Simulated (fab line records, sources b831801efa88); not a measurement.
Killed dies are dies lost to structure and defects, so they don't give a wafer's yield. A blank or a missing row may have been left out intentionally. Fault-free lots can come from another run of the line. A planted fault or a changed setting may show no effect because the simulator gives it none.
fab line records	flow sky130	part 1 of 2: steps 1 to 26 of 35
record: lots: 5	wafers: 15	lastDay: 50
route steps=708 shown VIA4@646 METAL5@661
lots untouched by any fault: they come from a run of this same line in which no faults occurred
startH: hours from the record's first day to the start of the lot's first wafer shown	waitH: how many hours have passed since the lot's step before this one	" same as the row above	L1.1+2: a row that stands for several wafers	- no value present, or no start provided	* or withheld: withheld	< > ~ a bound
route shown NAME@n: a module of which the file shows steps, and the number in the route of the first	usual: average and standard deviation across the fault-free wafers	same: alike in all rows	chamber/n: place in a boat	sites: readings site by site	_std_site: standard deviation across them	_edge_site: inner sites' mean taken away from outer sites' mean	radiusMm: how far each site lies from the wafer's centre	mask NAME#n: copy n	behind: the last tool/chamber to shape the wafer	hold: cause of the lot's hold/its duration in hours/its outcome	device: the transistor (n, p or np) that didn't switch	end of line: at the end of the route, the tests of the same wafers	where a step has no rows: the recipe by itself	killed: the dies lost at the first sort to structure and to defects; this is not the yield of the wafer	map: shows each die of a wafer: x if killed, . if not, _ if none is there
set.NAME: the run value of the setting; set.NAME@STEP: its run value at that earlier step	model.NAME: the simulator's own value behind a step, which no gauge read
certain route steps with their lots: each step a table, each wafer a row
services: a tool's chamber out of use, with start hour (startH, from the record's first day; less than 0 if before it), hours out, and reason
== steps ==
step: SKY_VIA4_SOFTBAKE_07
recipe: tempC: 90	timeS: 60	resist: NOVOLAK
usual: chillPlateTempC: 23.00/0.099
lot.wafer	tool	chamber	startH	waitH	chillPlateTempC
L080.2	lithoTrack-02	0	1062.39	0.1	23.09
L080.4	"	0	"	"	23.02
L080.6	"	0	"	"	23.01
L083.2	lithoTrack-04	0	1078.27	0.1	22.99
L083.4	"	0	"	"	22.98
L083.6	"	0	"	"	22.95
L088.4	lithoTrack-02	0	1103.79	0.1	23.05
L088.5	"	0	"	"	22.99
L088.6	"	0	"	"	22.86
L092.1	lithoTrack-04	0	1122.39	0.1	23.03
L092.3	"	0	"	"	23.03
L092.4	"	0	"	"	23.15
L096.3	lithoTrack-01	0	1142.59	0.1	22.92
L096.5	"	0	"	"	22.93
L096.6	"	0	"	"	22.98
step: SKY_VIA4_EXPOSE_08
recipe: maskId: VIM4	na: 0.6	sourceShape: conventional	sigmaOuter: 0.6	polarization: unpolarized	targetCdNm: 800	doseMj: 132
same: sigmaOuter: 0.6
lot.wafer	tool	chamber	startH	waitH	mask
L080.2+4+6	ilineStepper-01	0	-	-	VIM4#0
L083.2+4+6	ilineStepper-01	0	-	-	VIM4#0
L088.4+5+6	ilineStepper-02	0	-	-	VIM4#0
L092.1+3+4	ilineStepper-01	0	-	-	VIM4#0
L096.3+5+6	ilineStepper-01	0	-	-	VIM4#0
step: SKY_VIA4_PEB_09
recipe: tempC: withheld	timeS: *	resist: NOVOLAK
usual: chillPlateTempC: *
lot.wafer	tool	chamber	startH	waitH	chillPlateTempC
L080.2	lithoTrack-02	0	-	-	*
L080.4	"	0	"	"	*
L080.6	"	0	"	"	*
L083.2	lithoTrack-04	0	-	-	*
L083.4	"	0	"	"	*
L083.6	"	0	"	"	*
L088.4	lithoTrack-01	0	-	-	*
L088.5	"	0	"	"	*
L088.6	"	0	"	"	*
L092.1	lithoTrack-04	0	-	-	*
L092.3	"	0	"	"	*
L092.4	"	0	"	"	*
L096.3	lithoTrack-01	0	-	-	*
L096.5	"	0	"	"	*
L096.6	"	0	"	"	*
step: SKY_VIA4_DEVELOP_10
recipe: resist: NOVOLAK	developer: TMAH	developTimeS: 60	devTempC: 23
usual: chillPlateTempC: 22.98/0.1
lot.wafer	tool	chamber	startH	waitH	chillPlateTempC
L080.2	lithoTrack-02	0	1073.24	0.1	23.00
L080.4	"	0	"	"	23.11
L080.6	"	0	"	"	23.11
L083.2	lithoTrack-04	0	1089.82	0.1	22.91
L083.4	"	0	"	"	22.86
L083.6	"	0	"	"	23.03
L088.4	lithoTrack-01	0	1114.16	0.1	23.06
L088.5	"	0	"	"	23.03
L088.6	"	0	"	"	23.15
L092.1	lithoTrack-04	0	1133.14	0.1	22.94
L092.3	"	0	"	"	22.84
L092.4	"	0	"	"	22.84
L096.3	lithoTrack-01	0	1152.29	0.1	23.19
L096.5	"	0	"	"	22.95
L096.6	"	0	"	"	23.04
step: SKY_VIA4_OVL_MEAS_11
usual: VIA4_OVL: 0.4/1.3
lot.wafer	tool	chamber	startH	waitH	VIA4_OVL[nm]
L080.2	overlay-02	-	1073.37	0.1	1.2
L080.4	"	-	"	"	-0.1
L080.6	"	-	"	"	-0.8
L083.2	overlay-02	-	1089.95	0.1	1.2
L083.4	"	-	"	"	0.6
L083.6	"	-	"	"	0.1
L088.4	overlay-02	-	1114.26	0.1	-0.7
L088.5	"	-	"	"	0.1
L088.6	"	-	"	"	1.5
L092.1	overlay-02	-	1133.29	0.1	-0.9
L092.3	"	-	"	"	-0.4
L092.4	"	-	"	"	1.1
L096.3	overlay-01	-	1152.40	0.1	-0.7
L096.5	"	-	"	"	2.8
L096.6	"	-	"	"	1.6
step: SKY_VIA4_ETCH_12
recipe: target: SiO2	chemistry: C4F8/O2/Ar	stopOn: TiN	maskMaterial: NOVOLAK	sourceW: 1500	biasW: 1200	pressureMtorr: 40	c4f8FlowSccm: withheld	O2_flow_sccm: 6	Ar_flow_sccm: 300	timeS: withheld	targetDepthA: 5800
usual: biasW: 1200/3.2	oesProductAu: 0.926/0.0048
lot.wafer	tool	chamber	startH	waitH	biasW	oesProductAu
L080.2	rieDiel-01	0	1073.40	0.0	1205	0.937
L080.4	"	2	"	"	1199	0.926
L080.6	"	3	"	"	1200	0.932
L083.2	rieDiel-03	0	1089.98	0.0	1201	0.931
L083.4	"	3	"	"	1210	0.930
L083.6	"	3	"	"	1200	0.927
L088.4	rieDiel-01	0	1114.31	0.0	1205	0.931
L088.5	"	3	"	"	1197	0.929
L088.6	"	1	"	"	1204	0.922
L092.1	rieDiel-03	1	1133.33	0.0	1201	0.937
L092.3	"	3	"	"	1203	0.932
L092.4	"	0	"	"	1197	0.927
L096.3	rieDiel-04	0	1152.43	0.0	1198	0.927
L096.5	"	0	"	"	1198	0.931
L096.6	"	3	"	"	1205	0.936
step: SKY_VIA4_STRIP_13
recipe: chemistry: O2/N2	powerW: 1400	pressureMtorr: 1500	platenTempC: withheld	o2FlowSccm: 3000	n2FlowSccm: 300	overashFraction: 0.5
usual: drypumpMotorCurrentA: 5.68/0.29	n2FlowSccm: 300.0/0.95	oesProductAu: 0.709/0.0049	stripTimeToEndpointS: 12.801/0.027
lot.wafer	tool	chamber	startH	waitH	drypumpMotorCurrentA	n2FlowSccm	oesProductAu	rfHoursCounterH	stripTimeToEndpointS
L080.2	plasmaAsher-04	1	1073.48	-	5.82	298.8	0.709	63	12.769
L080.4	"	1	"	"	5.83	298.5	0.705	-	12.799
L080.6	"	0	"	"	5.92	299.0	0.713	-	12.794
L083.2	plasmaAsher-01	0	1090.05	-	5.13	299.7	0.712	96	12.839
L083.4	"	1	"	"	5.29	299.1	0.705	-	12.810
L083.6	"	1	"	"	5.31	300.6	0.701	-	12.786
L088.4	plasmaAsher-01	1	1114.38	-	5.28	300.7	0.708	-	12.807
L088.5	"	0	"	"	5.11	300.9	0.712	-	12.833
L088.6	"	1	"	"	5.29	300.6	0.707	-	12.780
L092.1	plasmaAsher-04	0	1133.40	-	5.91	300.3	0.698	69	12.801
L092.3	"	0	"	"	5.91	301.2	0.713	-	12.780
L092.4	"	1	"	"	5.86	300.9	0.711	-	12.821
L096.3	plasmaAsher-02	1	1152.53	-	5.95	298.8	0.710	-	12.777
L096.5	"	0	"	"	5.69	300.3	0.710	-	12.758
L096.6	"	1	"	"	5.93	299.4	0.700	-	12.773
step: SKY_VIA4_STRIP_14
recipe: chemistry: postEtchResidueRemover	timeS: 1200	tempC: 72.5
lot.wafer	tool	chamber	startH	waitH
L080.2+4+6	wetBench-01	1	1073.58	0.1
L083.2+4+6	wetBench-01	2	1090.15	0.1
L088.4+5+6	wetBench-04	3	1114.49	0.1
L092.1+3+4	wetBench-01	2	1133.50	0.1
L096.3+5+6	wetBench-04	1	1152.64	0.1
step: SKY_VIA4_CLEAN_15
recipe: chemistry: IPA	timeS: 180	tempC: 25
lot.wafer	tool	chamber	startH	waitH
L080.2+4+6	wetBench-03	3	1073.92	0.0
L083.2+4+6	wetBench-03	2	1090.54	0.0
L088.4+5+6	wetBench-04	1	1114.83	0.0
L092.1+3+4	wetBench-03	3	1133.87	0.0
L096.3+5+6	wetBench-01	2	1152.98	0.0
step: SKY_VIA4_CLEAN_16
recipe: chemistry: O3/DIW	dry: n2Spin
lot.wafer	tool	chamber	startH	waitH
L080.2+4+6	wetBench-04	1	1073.98	0.0
L083.2+4+6	wetBench-04	3	1090.60	0.0
L088.4+5+6	wetBench-04	2	1114.89	0.0
L092.1+3+4	wetBench-04	2	1133.93	0.0
L096.3+5+6	wetBench-04	2	1153.04	0.0
step: SKY_VIA4_SPUTTER_17
recipe: material: TiN	targetThkNm: 20	chamberPressurePa: 5	powerW: 4000	timeS: 80
usual: throttleValvePct: 30.4/1.2
lot.wafer	tool	chamber	startH	waitH	throttleValvePct
L080.2	pvdSputter-04	-	1074.07	0.0	30.3
L080.4	"	-	"	"	32.6
L080.6	"	-	"	"	32.6
L083.2	pvdSputter-04	-	1090.71	0.0	30.6
L083.4	"	-	"	"	29.6
L083.6	"	-	"	"	32.3
L088.4	pvdSputter-04	-	1114.98	0.0	32.7
L088.5	"	-	"	"	32.3
L088.6	"	-	"	"	31.5
L092.1	pvdSputter-04	-	1134.02	0.0	30.8
L092.3	"	-	"	"	32.6
L092.4	"	-	"	"	29.5
L096.3	pvdSputter-03	-	1153.13	0.0	28.7
L096.5	"	-	"	"	29.0
L096.6	"	-	"	"	30.6
step: SKY_VIA4_CVD_18
recipe: material: W	targetThkNm: 505	timeS: 152.14	tempC: 400	pressureTorr: 40
usual: heaterPowerW: 825/94
lot.wafer	tool	chamber	startH	waitH	heaterPowerW
L080.2	cvdW-02	1	1074.13	0.0	881
L080.4	"	1	"	"	853
L080.6	"	0	"	"	781
L083.2	cvdW-01	1	1090.77	0.0	701
L083.4	"	0	"	"	952
L083.6	"	1	"	"	686
L088.4	cvdW-02	1	1115.09	0.1	853
L088.5	"	1	"	"	852
L088.6	"	0	"	"	794
L092.1	cvdW-01	1	1134.08	0.0	678
L092.3	"	0	"	"	927
L092.4	"	1	"	"	707
L096.3	cvdW-02	1	1153.25	0.1	881
L096.5	"	0	"	"	812
L096.6	"	1	"	"	867
step: SKY_VIA4_RS_MEAS_19
recipe: thkMeasGauge: four-point-probe	reads: W_of_VIA4_CVD_18+TiN_of_VIA4_SPUTTER_17
usual: VIA4_W_RS: 0.2267/0.0028
lot.wafer	tool	chamber	startH	waitH	VIA4_W_RS[ohm/sq]
L080.2	filmMetro-03	-	1074.34	0.2	0.2251
L080.4	"	-	"	"	0.2252
L080.6	"	-	"	"	0.2229
L083.2	filmMetro-02	-	1090.94	0.1	0.2287
L083.4	"	-	"	"	0.2322
L083.6	"	-	"	"	0.2264
L088.4	filmMetro-03	-	1115.25	0.1	0.2253
L088.5	"	-	"	"	0.2284
L088.6	"	-	"	"	0.2247
L092.1	filmMetro-01	-	1134.24	0.1	0.2219
L092.3	"	-	"	"	0.2251
L092.4	"	-	"	"	0.2239
L096.3	filmMetro-01	-	1153.39	0.1	0.2288
L096.5	"	-	"	"	0.2222
L096.6	"	-	"	"	0.2299
step: SKY_VIA4_THK_MEAS_20
recipe: thkMeasGauge: xrf	reads: W_of_VIA4_CVD_18
usual: VIA4_W_THK: 509/7.3
lot.wafer	tool	chamber	startH	waitH	VIA4_W_THK[nm]
L080.2	filmMetro-03	-	1074.45	0.1	506
L080.4	"	-	"	"	504
L080.6	"	-	"	"	511
L083.2	filmMetro-02	-	1091.05	0.1	496
L083.4	"	-	"	"	489
L083.6	"	-	"	"	502
L088.4	filmMetro-03	-	1115.34	0.1	515
L088.5	"	-	"	"	506
L088.6	"	-	"	"	514
L092.1	filmMetro-01	-	1134.36	0.1	516
L092.3	"	-	"	"	513
L092.4	"	-	"	"	514
L096.3	filmMetro-01	-	1153.49	0.1	500
L096.5	"	-	"	"	517
L096.6	"	-	"	"	501
step: SKY_VIA4_CMP_21
recipe: stopOn: SiO2	tOverpolishS: 25	downForcePsi: 3.5	platenRpm: 60	targetThkNm: 0	padVelocityMS: 0.94248
usual: motorCurrentA: 10.8/0.63	overpolishRunS: 25.000/0.0083	timeToEndpointS: 122/4.4
lot.wafer	tool	chamber	startH	waitH	motorCurrentA	overpolishRunS	timeToEndpointS
L080.4	cmp-02	2	1074.67	0.2	11.4	24.988	119
L080.2	"	0	"	"	9.9	24.999	121
L080.6	"	2	"	"	11.4	25.005	122
L083.2	cmp-02	3	1091.40	0.3	11.2	25.006	116
L083.4	"	0	"	"	10.7	25.009	118
L083.6	"	1	"	"	10.9	24.992	122
L088.4	cmp-02	1	1115.42	0.1	11.7	24.993	121
L088.6	"	0	"	"	10.9	24.998	123
L088.5	"	1	"	"	11.1	25.000	120
L092.3	cmp-01	3	1134.42	0.0	11.6	24.997	119
L092.1	"	0	"	"	9.6	25.009	128
L092.4	"	2	"	"	10.6	25.001	124
L096.3	cmp-02	0	1153.58	0.1	10.9	24.995	119
L096.6	"	3	"	"	11.9	24.981	117
L096.5	"	0	"	"	10.0	24.996	126
step: SKY_METAL5_SPUTTER_00
recipe: material: Ti	targetThkNm: 15	powerW: 3000	timeS: 10	chamberPressurePa: 0.4
usual: throttleValvePct: 29.5/1
lot.wafer	tool	chamber	startH	waitH	throttleValvePct
L080.2	pvdSputter-02	-	1074.92	0.1	30.0
L080.4	"	-	"	"	30.1
L080.6	"	-	"	"	30.1
L083.2	pvdSputter-02	-	1091.60	0.1	29.6
L083.4	"	-	"	"	30.1
L083.6	"	-	"	"	30.8
L088.4	pvdSputter-03	-	1115.68	0.2	27.9
L088.5	"	-	"	"	28.7
L088.6	"	-	"	"	28.7
L092.1	pvdSputter-03	-	1134.72	0.2	28.8
L092.3	"	-	"	"	28.7
L092.4	"	-	"	"	28.0
L096.3	pvdSputter-03	-	1153.83	0.2	30.6
L096.5	"	-	"	"	29.1
L096.6	"	-	"	"	27.9
step: SKY_METAL5_SPUTTER_01
recipe: material: TiN	targetThkNm: 20	powerW: 6500	timeS: 16.7	chamberPressurePa: 0.4
usual: throttleValvePct: 29.4/0.99
lot.wafer	tool	chamber	startH	waitH	throttleValvePct
L080.2	pvdSputter-02	-	1074.94	0.0	29.9
L080.4	"	-	"	"	30.0
L080.6	"	-	"	"	30.1
L083.2	pvdSputter-02	-	1091.62	0.0	29.9
L083.4	"	-	"	"	29.8
L083.6	"	-	"	"	30.8
L088.4	pvdSputter-03	-	1115.71	0.0	27.9
L088.5	"	-	"	"	28.6
L088.6	"	-	"	"	28.8
L092.1	pvdSputter-03	-	1134.74	0.0	28.6
L092.3	"	-	"	"	28.6
L092.4	"	-	"	"	28.1
L096.3	pvdSputter-03	-	1153.85	0.0	30.7
L096.5	"	-	"	"	29.1
L096.6	"	-	"	"	28.3
step: SKY_METAL5_SPUTTER_02
recipe: material: AlCu	targetThkNm: 1150	powerW: 10600	timeS: 61.2	chamberPressurePa: 0.4
usual: throttleValvePct: 29.4/1
lot.wafer	tool	chamber	startH	waitH	throttleValvePct
L080.2	pvdSputter-02	-	1074.96	0.0	29.7
L080.4	"	-	"	"	29.9
L080.6	"	-	"	"	30.0
L083.2	pvdSputter-02	-	1091.65	0.0	30.1
L083.4	"	-	"	"	30.1
L083.6	"	-	"	"	30.9
L088.4	pvdSputter-03	-	1115.75	0.0	27.9
L088.5	"	-	"	"	28.9
L088.6	"	-	"	"	28.9
L092.1	pvdSputter-03	-	1134.76	0.0	28.7
L092.3	"	-	"	"	28.9
L092.4	"	-	"	"	28.1
L096.3	pvdSputter-03	-	1153.87	0.0	30.5
L096.5	"	-	"	"	28.9
L096.6	"	-	"	"	28.1
step: SKY_METAL5_SPUTTER_03
recipe: material: Ti	targetThkNm: 5	powerW: 3000	timeS: 3.3	chamberPressurePa: 0.4
usual: throttleValvePct: 29.4/0.99
lot.wafer	tool	chamber	startH	waitH	throttleValvePct
L080.2	pvdSputter-02	-	1075.01	0.0	29.9
L080.4	"	-	"	"	30.2
L080.6	"	-	"	"	30.0
L083.2	pvdSputter-02	-	1091.70	0.0	29.7
L083.4	"	-	"	"	29.9
L083.6	"	-	"	"	30.8
L088.4	pvdSputter-03	-	1115.78	0.0	28.2
L088.5	"	-	"	"	28.9
L088.6	"	-	"	"	28.7
L092.1	pvdSputter-03	-	1134.82	0.0	28.7
L092.3	"	-	"	"	28.9
L092.4	"	-	"	"	28.3
L096.3	pvdSputter-03	-	1153.93	0.0	30.4
L096.5	"	-	"	"	28.8
L096.6	"	-	"	"	28.2
step: SKY_METAL5_SPUTTER_04
recipe: material: TiN	targetThkNm: 70	powerW: 6500	timeS: 58.3	chamberPressurePa: 0.4
usual: throttleValvePct: 29.5/0.98
lot.wafer	tool	chamber	startH	waitH	throttleValvePct
L080.2	pvdSputter-02	-	1075.03	0.0	29.8
L080.4	"	-	"	"	30.0
L080.6	"	-	"	"	29.9
L083.2	pvdSputter-02	-	1091.72	0.0	29.6
L083.4	"	-	"	"	30.0
L083.6	"	-	"	"	30.9
L088.4	pvdSputter-03	-	1115.81	0.0	28.0
L088.5	"	-	"	"	28.5
L088.6	"	-	"	"	28.9
L092.1	pvdSputter-03	-	1134.83	0.0	28.6
L092.3	"	-	"	"	28.9
L092.4	"	-	"	"	28.6
L096.3	pvdSputter-03	-	1153.94	0.0	30.7
L096.5	"	-	"	"	28.7
L096.6	"	-	"	"	28.1
step: SKY_METAL5_RS_MEAS_05
recipe: thkMeasGauge: four-point-probe	reads: TiN_of_METAL5_SPUTTER_04+Ti_of_METAL5_SPUTTER_03+AlCu_of_METAL5_SPUTTER_02+TiN_of_METAL5_SPUTTER_01+Ti_of_METAL5_SPUTTER_00
usual: METAL5_ALCU_RS: 0.02705/0.00028
lot.wafer	tool	chamber	startH	waitH	METAL5_ALCU_RS[ohm/sq]
L080.2	filmMetro-04	-	1075.10	0.0	0.02707
L080.4	"	-	"	"	0.02706
L080.6	"	-	"	"	0.02701
L083.2	filmMetro-01	-	1091.78	0.0	0.02724
L083.4	"	-	"	"	0.02739
L083.6	"	-	"	"	0.02734
L088.4	filmMetro-01	-	1115.90	0.1	0.02685
L088.5	"	-	"	"	0.02706
L088.6	"	-	"	"	0.02725
L092.1	filmMetro-03	-	1134.88	0.0	0.02745
L092.3	"	-	"	"	0.02729
L092.4	"	-	"	"	0.02714
L096.3	filmMetro-03	-	1154.03	0.1	0.02674
L096.5	"	-	"	"	0.0271
L096.6	"	-	"	"	0.02676
step: SKY_METAL5_THK_MEAS_06
recipe: thkMeasGauge: xrf	reads: AlCu_of_METAL5_SPUTTER_02
usual: METAL5_ALCU_THK: 1155/13
lot.wafer	tool	chamber	startH	waitH	METAL5_ALCU_THK[nm]
L080.2	filmMetro-04	-	1075.21	0.1	1157
L080.4	"	-	"	"	1153
L080.6	"	-	"	"	1152
L083.2	filmMetro-01	-	1091.89	0.1	1140
L083.4	"	-	"	"	1135
L083.6	"	-	"	"	1131
L088.4	filmMetro-01	-	1115.99	0.1	1167
L088.5	"	-	"	"	1148
L088.6	"	-	"	"	1144
L092.1	filmMetro-03	-	1135.00	0.1	1132
L092.3	"	-	"	"	1150
L092.4	"	-	"	"	1149
L096.3	filmMetro-03	-	1154.13	0.1	1173
L096.5	"	-	"	"	1152
L096.6	"	-	"	"	1174
step: SKY_METAL5_DEHYDRATE_07
recipe: tempC: 200	timeS: 60
usual: chillPlateTempC: 23.00/0.12
lot.wafer	tool	chamber	startH	waitH	chillPlateTempC
L080.2	lithoTrack-02	0	1085.94	10.7	22.98
L080.4	"	0	"	"	23.12
L080.6	"	0	"	"	23.04
L083.2	lithoTrack-02	0	1101.09	9.2	23.04
L083.4	"	0	"	"	23.22
L083.6	"	0	"	"	22.95
L088.4	lithoTrack-03	0	1125.11	9.1	22.85
L088.5	"	0	"	"	23.01
L088.6	"	0	"	"	22.94
L092.1	lithoTrack-03	0	1144.19	9.2	22.93
L092.3	"	0	"	"	23.02
L092.4	"	0	"	"	22.98
L096.3	lithoTrack-03	0	1162.74	8.6	22.94
L096.5	"	0	"	"	22.97
L096.6	"	0	"	"	23.00
step: SKY_METAL5_HMDS_08
recipe: primeTimeS: 60	primeTempC: 120
usual: chillPlateTempC: 22.99/0.1
lot.wafer	tool	chamber	startH	waitH	chillPlateTempC
L080.2	lithoTrack-02	0	1086.09	0.1	22.94
L080.4	"	0	"	"	23.02
L080.6	"	0	"	"	22.91
L083.2	lithoTrack-02	0	1101.24	0.1	23.16
L083.4	"	0	"	"	23.08
L083.6	"	0	"	"	23.07
L088.4	lithoTrack-03	0	1125.26	0.1	22.98
L088.5	"	0	"	"	23.01
L088.6	"	0	"	"	22.92
L092.1	lithoTrack-03	0	1144.34	0.1	23.04
L092.3	"	0	"	"	22.96
L092.4	"	0	"	"	23.09
L096.3	lithoTrack-03	0	1162.89	0.1	22.85
L096.5	"	0	"	"	22.96
L096.6	"	0	"	"	22.91
step: SKY_METAL5_COAT_09
recipe: resist: NOVOLAK	spinRpm: 3000	resistThkNm: 1800
usual: chillPlateTempC: 22.99/0.1	spinSpeedRpm: 3000.7/2.1
lot.wafer	tool	chamber	startH	waitH	chillPlateTempC	spinSpeedRpm
L080.2	lithoTrack-02	0	1086.24	0.1	22.97	3002.7
L080.4	"	0	"	"	23.02	2999.0
L080.6	"	0	"	"	22.90	3000.0
L083.2	lithoTrack-02	0	1101.39	0.1	23.10	3005.1
L083.4	"	0	"	"	23.05	3003.5
L083.6	"	0	"	"	22.93	2996.3
L088.4	lithoTrack-03	0	1125.41	0.1	22.88	3000.9
L088.5	"	0	"	"	22.99	3001.2
L088.6	"	0	"	"	23.14	2999.5
L092.1	lithoTrack-03	0	1144.49	0.1	22.80	3000.5
L092.3	"	0	"	"	22.87	3000.7
L092.4	"	0	"	"	22.98	3001.2
L096.3	lithoTrack-03	0	1163.04	0.1	22.98	2998.9
L096.5	"	0	"	"	23.05	3000.6
L096.6	"	0	"	"	22.96	2999.1
step: SKY_METAL5_SOFTBAKE_10
recipe: tempC: 90	timeS: 60	resist: NOVOLAK
usual: chillPlateTempC: 22.98/0.11
lot.wafer	tool	chamber	startH	waitH	chillPlateTempC
L080.2	lithoTrack-02	0	1086.39	0.1	23.17
L080.4	"	0	"	"	23.08
L080.6	"	0	"	"	22.98
L083.2	lithoTrack-02	0	1101.54	0.1	23.11
L083.4	"	0	"	"	23.22
L083.6	"	0	"	"	23.15
L088.4	lithoTrack-03	0	1125.56	0.1	22.85
L088.5	"	0	"	"	23.04
L088.6	"	0	"	"	22.88
L092.1	lithoTrack-03	0	1144.64	0.1	22.92
L092.3	"	0	"	"	22.93
L092.4	"	0	"	"	22.93
L096.3	lithoTrack-03	0	1163.19	0.1	23.06
L096.5	"	0	"	"	23.07
L096.6	"	0	"	"	23.30
